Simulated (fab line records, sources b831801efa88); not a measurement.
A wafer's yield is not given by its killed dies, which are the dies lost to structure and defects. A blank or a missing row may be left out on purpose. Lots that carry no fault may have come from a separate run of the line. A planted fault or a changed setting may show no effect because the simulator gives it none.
Comparing a struck lot with a sound one || flow sky130 || 44 out of 708 route steps
Sound: these wafers, L888.2, L888.3, L888.6. Struck: wafer L895.2 (left out: L895.4, L895.5 of the same lot, which were not struck); the cause appears at the end.
For every step that has rows: the tool of each side, followed by ch and its chambers, followed by its first start. Under that, the readings that differ: sound wafers || struck wafers || difference of the means || sigmas: that difference in standard deviations of wafers without a fault.
alike: same words and numbers on both sides, and readings whose means sit less than 2 such deviations apart. not compared: any withheld reading, any reading some wafer has no value for, any bound like >300 that may hide the same value, and any number with overlapping values for which the record gives no deviation.
The two part at a step that has a row with sigmas, a row that says differs or no value, or rows on one side only. Numbers that don't overlap but have no deviation are shown without sigmas and don't part them. A reading that every wafer of one side lacks parts them only if that side has two wafers or more.

SKY_VIA2_ETCH_15: etches SiO2 in C4F8/O2/Ar, stops on TiN, target depth 546 nm, time 84 s.
  sound on rie diel-03 ch 0,2,3, day 38 21:01; struck on rie diel-04 ch 0, day 40 22:15
  alike: oes product au
  not compared: rf hours counter h
then, 6 steps without rows for these wafers: SKY_VIA2_STRIP_16 (strips in O2/N2); SKY_VIA2_STRIP_17 (strips in post etch residue remover, time 1200 s); SKY_VIA2_CLEAN_18 (cleans in IPA, time 180 s); SKY_VIA2_CLEAN_19 (cleans in O3/DIW); SKY_VIA2_SPUTTER_20 (material TiN, target thk 20 nm, time 80 s); SKY_VIA2_CVD_21 (deposits W, target thk 420 nm, time 126.4 s).
SKY_VIA2_RS_MEAS_22: uses a four-point probe to measure.
  sound on film metro-01 at day 38 21:54; struck on film metro-02 at day 40 23:07
  alike: VIA2_W_RS
SKY_VIA2_THK_MEAS_23: measures by xrf.
  sound on film metro-01 at day 38 22:01; struck on film metro-02 at day 40 23:14
  alike: VIA2_W_THK
then, 3 steps without rows for these wafers: SKY_VIA2_CMP_24 (polishes, stops on SiO2, t overpolish 20 s, target thk 0 nm); SKY_METAL3_SPUTTER_00 (material Ti, target thk 15 nm, time 10 s); SKY_METAL3_SPUTTER_01 (material TiN, target thk 20 nm, time 16.7 s).
SKY_METAL3_SPUTTER_02: material AlCu, target thk 735 nm, time 39.1 s.
  sound on pvd sputter-03 at day 38 22:25; struck on pvd sputter-01 at day 40 23:38
{"reading": "chamber pressure pa (Pa)", "sound": "0.4006 0.4008 0.3990", "struck": 0.4527, "difference": "+0.0526", "sigmas": "+67"}
{"reading": "model.AlCu_of_METAL3_SPUTTER_02.thk nm (nm)", "sound": "730.7 737.3 737.7", "struck": 721.8, "difference": -13.4, "sigmas": ""}
  alike: throttle valve pct
SKY_METAL3_SPUTTER_03: material Ti, target thk 5 nm, time 3.3 s.
  sound on pvd sputter-03 at day 38 22:27; struck on pvd sputter-01 at day 40 23:40
  alike: chamber pressure pa, throttle valve pct
SKY_METAL3_SPUTTER_04: material TiN, target thk 70 nm, time 58.3 s.
  sound on pvd sputter-03 at day 38 22:28; struck on pvd sputter-01 at day 40 23:41
  alike: chamber pressure pa, throttle valve pct
then, 1 step without rows for these wafers: SKY_CAPM_CVD_00 (deposits SiO2, target thk 15.5 nm).
SKY_CAPM_THK_MEAS_01:
  sound on film metro-03 at day 38 22:33; struck on film metro-01 at day 40 23:47
  alike: CAPM_CVD_00_THK
SKY_CAPM_SPUTTER_02: material TiN, target thk 200 nm, time 166.7 s.
  sound on pvd sputter-04 at day 38 22:36; struck on pvd sputter-03 at day 40 23:50
  alike: chamber pressure pa, throttle valve pct
SKY_CAPM_RS_MEAS_03: uses a four-point probe to measure.
  sound on film metro-04 at day 38 22:44; struck on film metro-03 at day 40 23:58
  alike: CAPM_TIN_RS
SKY_CAPM_THK_MEAS_04: measures by xrf.
  sound on film metro-04 at day 38 22:50; struck on film metro-03 at day 41 00:04
  alike: CAPM_TIN_THK
then, 7 steps without rows for these wafers: SKY_CAPM_DEHYDRATE_05 (time 60 s); SKY_CAPM_HMDS_06 (prime time 60 s); SKY_CAPM_COAT_07 (resist thk 1140 nm); SKY_CAPM_SOFTBAKE_08 (time 60 s); SKY_CAPM_EXPOSE_09 (exposes mask CAPM, target cd 1000 nm); SKY_CAPM_PEB_10; SKY_CAPM_DEVELOP_11 (develop time 60 s).
SKY_CAPM_OVL_MEAS_12:
  sound on overlay-01 at day 39 23:29; struck on overlay-02 at day 41 23:56
  alike: CAPM_OVL
then, 1 step without rows for these wafers: SKY_CAPM_METAL_ETCH_13 (etches TiN in Cl2/BCl3, stops on SiO2, target depth 220 nm, time 62.9 s).
SKY_CAPM_STRIP_14: strips in O2/N2.
  sound on plasma asher-02 ch 1, day 39 23:36; struck on plasma asher-04 ch 0, day 42 00:03
{"reading": "strip time to endpoint s (s)", "sound": "12.46 12.57 12.49", "struck": 12.61, "difference": "+0.10", "sigmas": "+2"}
  alike: drypump motor current A, oes product au
  not compared: rf hours counter h
then, 11 steps without rows for these wafers: SKY_CAPM_STRIP_15 (strips in post etch residue remover, time 1200 s); SKY_CAPM_CLEAN_16 (cleans in IPA, time 180 s); SKY_CAPM_CLEAN_17 (cleans in O3/DIW); SKY_METAL3_DEHYDRATE_05 (time 60 s); SKY_METAL3_HMDS_06 (prime time 60 s); SKY_METAL3_COAT_07 (resist thk 60 nm); SKY_METAL3_COAT_08 (resist thk 1140 nm); SKY_METAL3_SOFTBAKE_09 (time 90 s); SKY_METAL3_EXPOSE_10 (exposes mask MM3, target cd 300 nm); SKY_METAL3_PEB_11; SKY_METAL3_DEVELOP_12 (develop time 60 s).
SKY_METAL3_CD_MEAS_13: target cd 300 nm.
  sound on cd sem-02 at day 41 00:22; struck on cd sem-01 at day 42 23:43
  alike: cd nm
SKY_METAL3_METAL_ETCH_18: etches the open film in Cl2/BCl3, stops on SiO2, target depth 845 nm, time 183.1 s.
  sound on rie metal-04 ch 0, day 41 00:40; struck on rie metal-04 ch 1, day 43 00:01
{"reading": "drypump motor current A (A)", "sound": "6.2 6.2 6.2", "struck": 4.9, "difference": -1.3, "sigmas": -2}
{"reading": "oes product au (a.u.)", "sound": "0.868 0.862 0.863", "struck": 0.849, "difference": -0.015, "sigmas": -2}
{"reading": "model.METAL3.feature depth nm (nm)", "sound": "862.7 867.5 868.4", "struck": 851.2, "difference": -15.0, "sigmas": ""}
{"reading": "model.etch.depth nm (nm)", "sound": "862.7 867.5 868.4", "struck": 851.2, "difference": -15.0, "sigmas": ""}
  alike: bcl3 flow sccm, throttle valve pct
  not compared: rf hours counter h
-- the record jumps here: 6 days lie between the struck wafers' starts before and after (it left off in module METAL3 and takes up again in module PAD_OPEN, whose first step shown is number 708 of the route) --
SKY_PAD_OPEN_PROBE_99:
  sound on prober-02 at day 47 20:34; struck on prober-02 at day 49 09:32
  alike: defect limited yield, killed_at_M0_to_M3, killed_at_M4_up, killed at contacts, killed at front end, killed at other, killed dies, killed open, killed short, sort_bin_3_pad_short, sort_bin_5_function, sort_bin_6_memory, sort n pass, sort yield pct
  not compared: model.etest.met3.rs ohm sq

## WHERE THEY PART
Last at SKY_METAL3_METAL_ETCH_18 as far as this record goes, first at SKY_METAL3_SPUTTER_02. Later steps at which nothing parts them and some readings are alike: SKY_PAD_OPEN_PROBE_99.

WHY: what had been put in by the simulator
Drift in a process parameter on pvd sputter-01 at SKY_METAL3_SPUTTER_02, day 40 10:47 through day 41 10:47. A move of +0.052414 in setting chamber pressure pa, from 0.4. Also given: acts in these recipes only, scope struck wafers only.
